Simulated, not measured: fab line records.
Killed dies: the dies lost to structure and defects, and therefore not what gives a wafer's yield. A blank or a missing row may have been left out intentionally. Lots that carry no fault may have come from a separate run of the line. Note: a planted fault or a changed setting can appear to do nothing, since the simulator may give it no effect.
Which of the tools did it?	flow sky130	6 lots with 18 wafers sampled at 2 steps, on a route of 708 steps

== WHAT THE GAUGES READ, wafer by wafer ==
SKY_METAL1_CD_MEAS_15 targets a cd of 140 nm.
lot	measured	on	cdNm (nm)
L986	day 33 07:28	cdSem-01	138.3 138.9 138.5
L987	day 33 18:26	cdSem-01	137.7 137.8 138.5
L993	day 36 04:04	cdSem-02	140.0 138.5 137.6
L999	day 38 02:02	cdSem-02	140.4 142.4 142.3
L103	day 38 23:58	cdSem-02	141.2 142.2 142.4
L105	day 39 12:13	cdSem-02	141.3 141.0 142.9

== WHICH TOOL RAN EACH LOT (tool, then ch and the chambers of the sampled wafers, then the start) ==
lot	SKY_METAL1_SPUTTER_04
L986	pvdSputter-02, day 32 04:47
L987	pvdSputter-02, day 32 15:59
L993	pvdSputter-02, day 35 03:08
L999	pvdSputter-04, day 36 23:49
L103	pvdSputter-04, day 37 22:07
L105	pvdSputter-04, day 38 10:28
- SKY_METAL1_SPUTTER_04: material TiN, target thk 70 nm, time 58.3 s.

== THE ANSWER, worked out from the rows above alone ==
Rule: the usual values come from the lots themselves. The widest of any qualifying gaps counts: lots, ordered by their means at a reading, are off when they make up no more than a third of the lots, leave a main group of 4 or more, and stand apart from it by 3 or more times the standard deviation of that group's means. If all means in a main group match to the digits the tables above print for the reading, that group is not used. Also off: a lot with no number at a reading for which 4 or more lots have one. Any other lot the step has rows for is counted as sound.
Across all readings shown, no lot is off: no conclusion can be drawn from this.

== WHAT THE SIMULATOR HAD PUT IN ==
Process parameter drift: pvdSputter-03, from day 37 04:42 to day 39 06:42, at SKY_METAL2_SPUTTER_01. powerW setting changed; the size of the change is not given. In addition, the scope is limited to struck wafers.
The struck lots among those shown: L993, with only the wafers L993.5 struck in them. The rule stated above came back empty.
